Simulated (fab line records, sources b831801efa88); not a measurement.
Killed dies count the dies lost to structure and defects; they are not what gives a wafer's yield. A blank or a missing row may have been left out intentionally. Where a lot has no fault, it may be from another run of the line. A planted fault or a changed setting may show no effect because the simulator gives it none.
Code-filled problem report in 8D (eight disciplines) form | flow sky130 | the parts of the form that need people (team, actions taken, sign-off) are left out

## 1. WHAT WENT WRONG
Mean SD_N_RS at SKY_SD_N_RS_MEAS_16: 66.69 ohm/sq over 6 wafers in 2 lots; fault-free wafers: 68.52 ohm/sq, standard deviation 0.13. Relative to the usual mean, that is a shift of -14 standard deviations.
The step: measures by four-point-probe.
First observed at day 30 16:32: wafer L624.1, on filmMetro-03. Wafers with a number at this step in the record: 38, from 13 lots. By rule, "out" or "out of limits" means more than 4 standard deviations away from the usual mean. The rest of the wafers with a number are treated as sound.

## 2. WHAT IT IS; WHAT IT IS NOT
question                    | is                     | is not
which readings at this step | SD_N_RS                | -
which lots                  | L624, L626             | L620, L621, L631, L633, L634, L635, L636, L637, L639, L641, L642
which wafers of those lots  | all that have a number | -
read on which gauges        | filmMetro-03           | filmMetro-01, filmMetro-02
when                        | from day 30 16:32      | up to then (6 sound wafers); but 26 sound wafers of L631, L633, L634, L635, L636, L637, L639, L641, L642 came after

## 3. WHAT RULES OUT EACH SUSPECT
Counting: a tool at a process step up to the reading stays a suspect if it ran every lot that is out and no sound lot after the first of them.
- the gauge at SKY_SD_N_RS_MEAS_16 is ruled out. All the wafers that are out were read on filmMetro-03, but those of them that SKY_SD_N_IMPLANT_10 has rows for are out there too, on other tools.
- implanter-04 at SKY_SD_N_IMPLANT_10: ruled out as a lasting fault. After its first lot that is out, L624 (day 30 16:00), sound lots L635, L636, L639, L641 ran on it.
Left after counting: nothing in the record.

## 4. THE CAUSE (what the simulator had put in)
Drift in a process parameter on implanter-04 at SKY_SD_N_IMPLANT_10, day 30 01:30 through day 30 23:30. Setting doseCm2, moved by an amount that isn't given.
Counting ruled it out, wrongly: the rule takes a fault to strike every lot that its tool runs from its start on, and this one did not.

## 5. THE CHAIN OF EFFECTS, in route order
Rows list readings where the struck wafers' mean (over those with a number) sits beyond 3 standard deviations from the usual. Readings are gone through only where the record gives a usual standard deviation; hours: the median, over the lots, of the time from a lot's start at the first step in this table giving one to that lot's start at this step; sigmas: the change measured in usual standard deviations.
hours | step                | reading     | usual        | on struck wafers | change      | sigmas
0     | SKY_SD_N_IMPLANT_10 | beamOnS     | 10.9 s       | 19.8             | +8.9        | +16
0     | SKY_SD_N_IMPLANT_10 | doseIonsCm2 | 1.0001e+14   | 1.7125e+14       | +7.1237e+13 | +99 or more
1     | SKY_SD_N_RS_MEAS_16 | SD_N_RS     | 68.52 ohm/sq | 66.69            | -1.83       | -14
Process steps it contains:
- SKY_SD_N_IMPLANT_10
Later measuring or inspecting steps at which every struck wafer that the step has a row for has a number for every such reading, and none has moved that far: SKY_LI_CONTACT_THK_MEAS_01, SKY_LI_CONTACT_CD_MEAS_12.

## 6. HOW IT WOULD HAVE BEEN CAUGHT EARLIER
In this record the first reading out of limits at a measuring or inspecting step was taken at day 30 16:32, 15 hours after the fault began at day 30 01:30.
The tool's own readings at SKY_SD_N_IMPLANT_10 were out on every struck wafer that the step has a row for (beamOnS, doseIonsCm2): an alarm limit on them would have fired on the first of those.
